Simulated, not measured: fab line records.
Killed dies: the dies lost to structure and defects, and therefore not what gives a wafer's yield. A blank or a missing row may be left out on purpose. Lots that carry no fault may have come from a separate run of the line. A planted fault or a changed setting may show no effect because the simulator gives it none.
Struck lot and sound lot, side by side ; flow sky130 ; 40 steps out of a route of 708
Sound: these wafers, L821.3, L821.4, L821.5. Struck: wafer L832.6 (L832.4, L832.5, from the same lot, were not struck and are left out); the cause is given at the end.
Per side, at each step with rows, come the tool, then ch with its chambers, and then its first start. Under that, the readings that differ: sound wafers ; struck wafers ; difference of the means ; sigmas: that difference in standard deviations of wafers without a fault.
alike: same words and numbers on both sides, and readings whose means sit less than 2 such deviations apart. not compared: any withheld reading, any reading some wafer has no value for, any bound like >300 that may hide the same value, and any number with overlapping values for which the record gives no deviation.
The two part at a step that has a row with sigmas, a row that says differs or no value, or rows on one side only. Numbers that don't overlap but have no deviation are shown without sigmas and don't part them. A reading that every wafer of one side lacks parts them only if that side has two wafers or more.

first, 8 steps without rows for these wafers: SKY_METAL5_HMDS_08 (prime time 60 s); SKY_METAL5_COAT_09 (resist thk 1800 nm); SKY_METAL5_SOFTBAKE_10 (time 60 s); SKY_METAL5_EXPOSE_11 (exposes mask MM5, target cd 1600 nm); SKY_METAL5_PEB_12; SKY_METAL5_DEVELOP_13 (develop time 60 s); SKY_METAL5_DESCUM_14 (chemistry O2, time 11 s); SKY_METAL5_METAL_ETCH_15 (etches the open film in Cl2/BCl3, stops on SiO2, target depth 1260 nm, time 252 s).
SKY_METAL5_STRIP_16: strips in O2/N2.
  sound on plasmaAsher-04 ch 0,1, day 44 23:58; struck on plasmaAsher-04 ch 0, day 47 22:11
reading;sound;struck;difference;sigmas
stripTimeToEndpointS (s);13.06 13.31 12.98;12.85;-0.27;-2
  alike: chamberPressureMTorr, drypumpMotorCurrentA, oesProductAu
  not compared: rfHoursCounterH
then, 3 steps without rows for these wafers: SKY_METAL5_STRIP_17 (strips in post etch residue remover, time 1200 s); SKY_METAL5_CLEAN_18 (cleans in IPA, time 180 s); SKY_METAL5_CLEAN_19 (cleans in O3/DIW).
SKY_PASSIVATION_CVD_00: deposits SiO2, target thk 90 nm.
  sound on pecvd-01 ch 0,2, day 45 00:32; struck on pecvd-01 ch 0, day 47 22:44
  alike: heaterPowerOuterW, heaterPowerW
SKY_PASSIVATION_THK_MEAS_01:
  sound on filmMetro-03, day 45 00:34; struck on filmMetro-03, day 47 22:47
  alike: PASSIVATION_CVD_00_THK
SKY_PASSIVATION_CVD_02: deposits Si3N4, target thk 540 nm.
  sound on pecvd-02 ch 0,1, day 45 00:37; struck on pecvd-04 ch 0, day 47 22:56
  alike: heaterPowerOuterW, heaterPowerW
SKY_PASSIVATION_THK_MEAS_03:
  sound on filmMetro-01, day 45 00:52; struck on filmMetro-02, day 47 23:04
  alike: PASSIVATION_CVD_02_THK
then, 7 steps without rows for these wafers: SKY_PASSIVATION_DEHYDRATE_04 (time 60 s); SKY_PASSIVATION_HMDS_05 (prime time 60 s); SKY_PASSIVATION_COAT_06 (resist thk 3000 nm); SKY_PASSIVATION_SOFTBAKE_07; SKY_PASSIVATION_EXPOSE_08 (exposes mask NSM, target cd 3000 nm); SKY_PASSIVATION_PEB_09; SKY_PASSIVATION_DEVELOP_10 (develop time 60 s).
SKY_PASSIVATION_ETCH_11: etches the open film in CF4/O2, stops on AlCu, target depth 725 nm, time 161.1 s.
  sound on rieDiel-04 ch 0,1,2, day 45 22:22; struck on rieDiel-03 ch 3, day 48 19:02
  alike: chamberPressureMTorr, drypumpMotorCurrentA, oesProductAu, throttleValvePct
  not compared: rfHoursCounterH
SKY_PASSIVATION_STRIP_12: strips in O2/N2.
  sound on plasmaAsher-01 ch 0,1, day 45 22:31; struck on plasmaAsher-02 ch 0, day 48 19:10
  alike: chamberPressureMTorr, drypumpMotorCurrentA, oesProductAu, stripTimeToEndpointS
  not compared: rfHoursCounterH
then, 7 steps without rows for these wafers: SKY_PAD_OPEN_DEHYDRATE_00 (time 60 s); SKY_PAD_OPEN_HMDS_01 (prime time 60 s); SKY_PAD_OPEN_COAT_02 (resist thk 3000 nm); SKY_PAD_OPEN_SOFTBAKE_03; SKY_PAD_OPEN_EXPOSE_04 (exposes mask PDM, target cd 60000 nm); SKY_PAD_OPEN_PEB_05; SKY_PAD_OPEN_DEVELOP_06 (develop time 60 s).
SKY_PAD_OPEN_ETCH_07: etches the open film in CF4/O2, stops on AlCu, target depth 725 nm, time 161.1 s.
  sound on rieDiel-01 ch 0,2,3, day 46 20:31; struck on rieDiel-02 ch 1, day 49 12:46
  alike: chamberPressureMTorr, drypumpMotorCurrentA, oesProductAu, throttleValvePct
  not compared: rfHoursCounterH
then, 5 steps without rows for these wafers: SKY_PAD_OPEN_STRIP_08 (strips in O2/N2); SKY_PAD_OPEN_STRIP_09 (strips in post etch residue remover, time 1200 s); SKY_PAD_OPEN_CLEAN_10 (cleans in IPA, time 180 s); SKY_PAD_OPEN_CLEAN_11 (cleans in O3/DIW); SKY_PAD_OPEN_ANNEAL_12.
SKY_PAD_OPEN_BOW_MEAS_13:
  sound on filmMetro-04, day 46 22:47; struck on filmMetro-03, day 49 14:59
reading;sound;struck;difference;sigmas
PAD_OPEN_BOW (um);56 72 56;41;-20;-2
SKY_PAD_OPEN_PROBE_99:
  sound on prober-01, day 46 22:58; struck on prober-01, day 49 15:17
reading;sound;struck;difference;sigmas
killedAtOther;0 0 0;18;+18;+35
model.etest.tester.sort_bin_3_pct (%);1.423 0.6098 1.016;1.829;+0.813;
  alike: defectLimitedYield, killed_at_M0_to_M3, killed_at_M4_up, killedAtContacts, killedAtFrontEnd, killedDies, killedOpen, killedShort, sort_bin_3_pad_short, sort_bin_5_function, sort_bin_6_memory, sortNPass, sortYieldPct

== WHERE THEY PART ==
Earliest at SKY_METAL5_STRIP_16; latest, in this record, at SKY_PAD_OPEN_PROBE_99.

WHY: what the simulator had put in
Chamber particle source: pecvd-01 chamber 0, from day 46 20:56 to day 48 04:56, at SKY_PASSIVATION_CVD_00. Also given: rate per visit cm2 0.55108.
